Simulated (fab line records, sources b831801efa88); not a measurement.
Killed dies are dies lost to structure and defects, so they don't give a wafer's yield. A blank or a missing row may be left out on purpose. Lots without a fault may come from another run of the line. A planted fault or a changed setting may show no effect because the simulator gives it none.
Chamber matching | flow sky130 | SKY_VIA3_ETCH_15 on rie_diel-03: 4 sister chambers
The step etches SiO2 in C4F8/O2/Ar, stops on TiN, target depth 507 nm, time 78 s. 8 wafers are shown with their chamber, then 7 later ones without.

WAFERS WITH THEIR CHAMBER
wafer  | chamber | oes_product_au (a.u.)
L081.3 | 2       | 0.939
L081.4 | 3       | 0.937
L081.6 | 0       | 0.941
L085.2 | 1       | 0.932
L085.4 | 0       | 0.946
L085.6 | 2       | 0.951
L087.1 | 1       | 0.949
L087.2 | 3       | 0.950

WAFERS WITHOUT THEIR CHAMBER
wafer  | oes_product_au (a.u.)
L087.5 | 0.947
L090.1 | 0.946
L090.2 | 0.942
L090.3 | 0.941
L090.4 | 0.953
L090.5 | 0.944
L090.6 | 0.943

WHICH CHAMBER EACH WENT THROUGH
wafer  | from the rows above               | in truth
L087.5 | can't be placed: 2 or 0 or 3 or 1 | 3
L090.1 | can't be placed: 2 or 0 or 3 or 1 | 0
L090.2 | can't be placed: 1 or 0 or 3 or 2 | 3
L090.3 | can't be placed: 1 or 0 or 3 or 2 | 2
L090.4 | can't be placed: 2 or 0 or 3 or 1 | 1
L090.5 | can't be placed: 0 or 3 or 2 or 1 | 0
L090.6 | can't be placed: 0 or 3 or 2 or 1 | 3
Placed correctly: 0 of 7. Can't be placed from these rows: 7 (the true chamber is among the candidates in 7). Placed wrongly: 0.
How it was worked out, from the rows above alone: a wafer's distance from a chamber is the root of the sum, over the readings, of the square of ((its reading less the chamber's mean) divided by the reading's scatter). The wafer belongs to the nearest chamber; if the next one is less than 2 further off, it can't be placed. A chamber's mean is the mean of its shown wafers. The scatter: the root of (the sum of the squares of (reading less its chamber's mean) over the shown wafers, divided by (wafers less chambers)).
